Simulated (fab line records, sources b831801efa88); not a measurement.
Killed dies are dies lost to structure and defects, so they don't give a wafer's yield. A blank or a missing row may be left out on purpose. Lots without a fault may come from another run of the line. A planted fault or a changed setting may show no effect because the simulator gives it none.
fab line records | flow gf180mcu
record lots=6 wafers=18 last_day=33
route steps=602 shown MVPSD@139 VT_IMPLANT@140 DUAL_GATE@141
lots that met no fault: from a run of the same line without faults
start_h: hours from the record's first day to the start of the lot's first wafer shown | wait_h: hours since the lot's step before | " the same as in the row above | L1.1+2: a row that stands for several wafers | - no value, or no start given | * or withheld: withheld | < > ~ a bound
route shown NAME@n: a module of which the file shows steps, and the number in the route of the first | usual: mean/standard deviation of fault-free wafers | same: alike in all rows | chamber/n: place in a boat | sites: the reading at each site | _std_site: their standard deviation | _edge_site: outer sites' mean less inner sites' | radius_mm: how far each site lies from the wafer's centre | mask NAME#n: copy n | behind: the tool/chamber that last shaped the wafer | hold: why the lot was held/for how many hours/how that ended | device: the transistor (n, p or np) that didn't switch | end of line: the same wafers' tests at the end of the route | a step without rows: its recipe alone | killed: dies lost to structure and defects at the first sort, not the wafer's yield | map: a wafer's dies, x killed, . not, _ none there
set.NAME: the setting as run; set.NAME@STEP: as run at that earlier step | model.NAME: the simulator's own value behind a step, which no gauge read
lots at some steps of the route; a table a step, a row a wafer
## steps
# step GF_VT_IMPLANT_RS_MEAS_49
# recipe thk_meas_gauge=four-point-probe
# usual MVPSD_RS=1168/3.1
# columns lot.wafer tool chamber start_h wait_h MVPSD_RS[ohm/sq]
L688.3 film_metro-01 - 156.40 0.1 1162
L688.4 " - " " 1164
L688.6 " - " " 1167
L690.3 film_metro-03 - 172.44 0.1 1174
L690.4 " - " " 1172
L690.6 " - " " 1174
L701.2 film_metro-03 - 244.81 0.1 1166
L701.4 " - " " 1169
L701.5 " - " " 1170
L702.1 film_metro-03 - 251.59 0.1 1165
L702.4 " - " " 1168
L702.6 " - " " 1166
L707.1 film_metro-03 - 284.10 0.1 1167
L707.2 " - " " 1164
L707.6 " - " " 1167
L708.2 film_metro-03 - 290.81 0.1 1170
L708.3 " - " " 1172
L708.6 " - " " 1167
# step GF_VT_IMPLANT_WET_ETCH_50
# recipe chemistry=dHF target_depth_nm=20 target=SiO2 temp_c=25 dilution=100:1 time_s=400
# step GF_DUAL_GATE_CLEAN_00
# recipe chemistry=SC1/SC2 mix=1:4:20 temp_c=70 time_s=150
# step GF_DUAL_GATE_CLEAN_01
# recipe chemistry=dHF time_s=20 dilution=100:1 dry=ipa_marangoni
# step GF_DUAL_GATE_OXIDATION_02
# recipe temp_c=900 ambient=O2 stabilise_s=600 purge_s=300 target_thk_a=108.87 ox_time_s=1602
# step GF_DUAL_GATE_THK_MEAS_03
# recipe reads=SiO2_of_DUAL_GATE_OXIDATION_02
# usual DUAL_GATE_OXIDATION_00_THK=10.93/0.2
# columns lot.wafer tool chamber start_h wait_h DUAL_GATE_OXIDATION_00_THK[nm]
L688.3 film_metro-04 - 159.18 0.0 11.16
L688.4 " - " " 11.11
L688.6 " - " " 11.06
L690.3 film_metro-02 - 174.53 0.0 10.75
L690.4 " - " " 10.68
L690.6 " - " " 10.74
L701.2 film_metro-04 - 246.64 0.0 11.04
L701.4 " - " " 11.02
L701.5 " - " " 11.04
L702.1 film_metro-04 - 253.34 0.0 11.08
L702.4 " - " " 10.96
L702.6 " - " " 11.01
L707.1 film_metro-03 - 287.68 0.0 10.84
L707.2 " - " " 10.72
L707.6 " - " " 10.81
L708.2 film_metro-04 - 292.97 0.0 10.55
L708.3 " - " " 10.54
L708.6 " - " " 10.84
# step GF_DUAL_GATE_DEHYDRATE_04
# recipe temp_c=200 time_s=60
# step GF_DUAL_GATE_HMDS_05
# recipe prime_time_s=60 prime_temp_c=120
# step GF_DUAL_GATE_COAT_06
# recipe resist=NOVOLAK spin_rpm=3000 resist_thk_nm=1000
# step GF_DUAL_GATE_SOFTBAKE_07
# recipe temp_c=90 time_s=60 resist=NOVOLAK
# step GF_DUAL_GATE_EXPOSE_08
# recipe mask_id=Dualgate target_cd_nm=700 na=0.6 source_shape=conventional sigma_outer=0.6 dose_mj=140
# step GF_DUAL_GATE_PEB_09
# recipe temp_c=withheld time_s=* resist=NOVOLAK
# step GF_DUAL_GATE_DEVELOP_10
# recipe develop_time_s=60 dev_temp_c=23
# usual chill_plate_temp_C=23.00/0.12 develop_time_s=60/0
# columns lot.wafer tool chamber start_h wait_h chill_plate_temp_C develop_time_s
L688.3 litho_track-03 0 175.20 0.1 22.95 60
L688.4 " 0 " " 22.95 60
L688.6 " 0 " " 22.99 60
L690.3 litho_track-03 0 190.35 0.1 22.90 60
L690.4 " 0 " " 23.17 60
L690.6 " 0 " " 22.99 60
L701.2 litho_track-03 - 265.47 0.1 - -
L701.4 " - " " - -
L701.5 " - " " - -
L702.1 litho_track-03 - 271.89 0.1 - -
L702.4 " - " " - -
L702.6 " - " " - -
L707.1 litho_track-04 0 307.89 0.1 23.09 60
L707.2 " 0 " " 23.11 60
L707.6 " 0 " " 22.93 60
L708.2 litho_track-01 0 313.26 0.1 22.73 60
L708.3 " 0 " " 22.83 60
L708.6 " 0 " " 22.88 60
# step GF_DUAL_GATE_OVL_MEAS_11
# usual DUAL_GATE_OVL=-0.1/1.5
# columns lot.wafer tool chamber start_h wait_h DUAL_GATE_OVL[nm]
L688.3 overlay-01 - 175.31 0.1 0.1
L688.4 " - " " -1.6
L688.6 " - " " -1.1
L690.3 overlay-02 - 190.46 0.1 -0.2
L690.4 " - " " 1.4
L690.6 " - " " 2.2
L701.2 overlay-02 - 265.60 0.1 -
L701.4 " - " " -
L701.5 " - " " -
L702.1 overlay-01 - 272.04 0.1 -
L702.4 " - " " -
L702.6 " - " " -
L707.1 overlay-02 - 308.04 0.1 0.8
L707.2 " - " " 0.2
L707.6 " - " " 1.3
L708.2 overlay-02 - 313.39 0.1 1.9
L708.3 " - " " 3.0
L708.6 " - " " 1.0
## key
first_sign step=GF_DUAL_GATE_DEVELOP_10 reading=tool_record direction=missing
effect none on later readings
met_at GF_DUAL_GATE_DEVELOP_10
struck_wafers L701.2,L701.4,L701.5,L702.1,L702.4,L702.6
later_rows_left_out L701.2,L701.4,L701.5,L702.1,L702.4,L702.6
sort_left_out L701.2,L701.4,L701.5,L702.1,L702.4,L702.6
tester_left_out L701,L702
onset_between 190.35 265.47
fault kind=skipped_step_whole tool=litho_track-03 chamber=- onset_h=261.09 steps=GF_DUAL_GATE_DEVELOP_10 scope=struck_lots_only
# tester_left_out: of these lots the tester's yield and bins aren't shown, on N5 and GAA mostly nor the transistor test; their killed dies are dies lost to structure and defects alone, not to doping, threshold or leakage, so they don't give the yield
# sort_left_out: the simulated sort isn't trusted on such a fault, so these wafers' sort isn't shown, and their yield isn't known
# later_rows_left_out: the simulator's readings of these wafers behind a module that went badly wrong aren't trusted and aren't shown, but for the sort
